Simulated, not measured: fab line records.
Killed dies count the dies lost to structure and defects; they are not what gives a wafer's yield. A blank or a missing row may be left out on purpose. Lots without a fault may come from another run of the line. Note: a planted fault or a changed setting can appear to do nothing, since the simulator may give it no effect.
A lot that was struck, set against a sound lot / flow sfq_line / 14 steps out of a route of 325
Sound: the wafers L148.2, L148.3, L148.4. Wafers struck: L155.1, L155.2, L155.6. The cause comes at the end.
Each step with rows lists, per side, the tool, then ch with its chambers, then its first start. Under that, the readings that differ: sound wafers / struck wafers / difference of the means / sigmas: that difference in standard deviations of wafers without a fault.
alike: words and numbers the same on both sides, and readings whose means are apart by under 2 such deviations; not compared: readings that were withheld, readings missing a value for some wafer, numbers with overlapping values and no deviation given by the record, and bounds like >300 which may hide the same value.
Wherever a step has rows on one side only, a row that says differs or no value, or a row with sigmas, the two part there. When numbers do not overlap yet have no deviation, they are printed without sigmas and do not part them. A reading missing from all wafers of one side parts the sides only when that side holds two or more wafers.

first, 1 step without rows for these wafers: SFQ_TRILAYER_M4_STRIP_SOLV_CLEAN_098 (cleans in NMP, time 600 s).
SFQ_TRILAYER_I4_DEP_PECVD_099: deposits SiO2 from SiH4/N2O, time 111.11 s, target thk 500 nm.
  sound on pecvd-04 ch 1,2, day 35 06:22; struck on pecvd-04 ch 0,2, day 37 16:27
  alike: heater_power_outer_w, heater_power_w, throttle_valve_pct
-- the record jumps here: 3 days lie between the struck wafers' starts before and after --
SFQ_TRILAYER_I4_CMP_CMP_100: polishes SiO2.
  sound on cmp-01 ch 0,2,3, day 37 16:53; struck on cmp-02 ch 1,2,3, day 40 06:13
  alike: head_pressure_psi, motor_current_A, platen_rpm, time_to_endpoint_s
SFQ_I4_BOW_MEAS_927:
  sound on film_metro-02 at day 37 19:54; struck on film_metro-03 at day 40 09:13
  alike: I4_BOW
SFQ_TRILAYER_I4_METRO_MEASURE_101:
  sound on film_metro-02 at day 37 20:12; struck on film_metro-03 at day 40 09:20
  alike: thk_nm
then, 6 steps without rows for these wafers: SFQ_TRILAYER_I4_VIA_LITHO_COAT_108 (resist thk 62 nm); SFQ_TRILAYER_I4_VIA_LITHO_COAT_103 (resist thk 650 nm); SFQ_TRILAYER_I4_VIA_LITHO_SOFTBAKE_107; SFQ_TRILAYER_I4_VIA_LITHO_EXPOSE_104 (exposes mask I4, target cd 700 nm); SFQ_TRILAYER_I4_VIA_LITHO_PEB_106 (peb time 60 s); SFQ_TRILAYER_I4_VIA_LITHO_DEVELOP_105 (time 60 s).
-- the record jumps here: 4 days lie between the struck wafers' starts before and after --
SFQ_I4_OVL_MEAS_928:
  sound on overlay-02 at day 41 06:20; struck on overlay-02 at day 44 08:16
  alike: I4_OVL
SFQ_TRILAYER_I4_VIA_BARC_OPEN_VIA_ETCH_146: etches BARC in O2, target depth 125 nm, time 41.7 s.
  sound on rie_diel-03 ch 0,1,2, day 41 06:22; struck on rie_diel-02 ch 1,3, day 44 08:18
reading=bias_w (W); sound=80.07 79.92 80.27; struck=75.32 75.39 75.09; difference=-4.82; sigmas=-21
  alike: drypump_motor_current_A, oes_product_au
  not compared: rf_hours_counter_h
SFQ_TRILAYER_I4_VIA_ETCH_VIA_ETCH_106: etches SiO2 in CHF3, stops on Nb, target depth 260 nm.
  sound on rie_diel-03 ch 0,1,2, day 41 06:24; struck on rie_diel-02 ch 1,3, day 44 08:20
  alike: bias_w, drypump_motor_current_A, oes_product_au

WHERE THEY PART
Within this record, at SFQ_TRILAYER_I4_VIA_BARC_OPEN_VIA_ETCH_146 only. Later steps at which nothing parts them and some readings are alike: SFQ_TRILAYER_I4_VIA_ETCH_VIA_ETCH_106.

WHY: what had been put in by the simulator
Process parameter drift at SFQ_TRILAYER_I4_VIA_BARC_OPEN_VIA_ETCH_146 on rie_diel-02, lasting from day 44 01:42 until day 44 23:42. Setting bias_w shifted by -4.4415 from 80. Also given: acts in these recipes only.
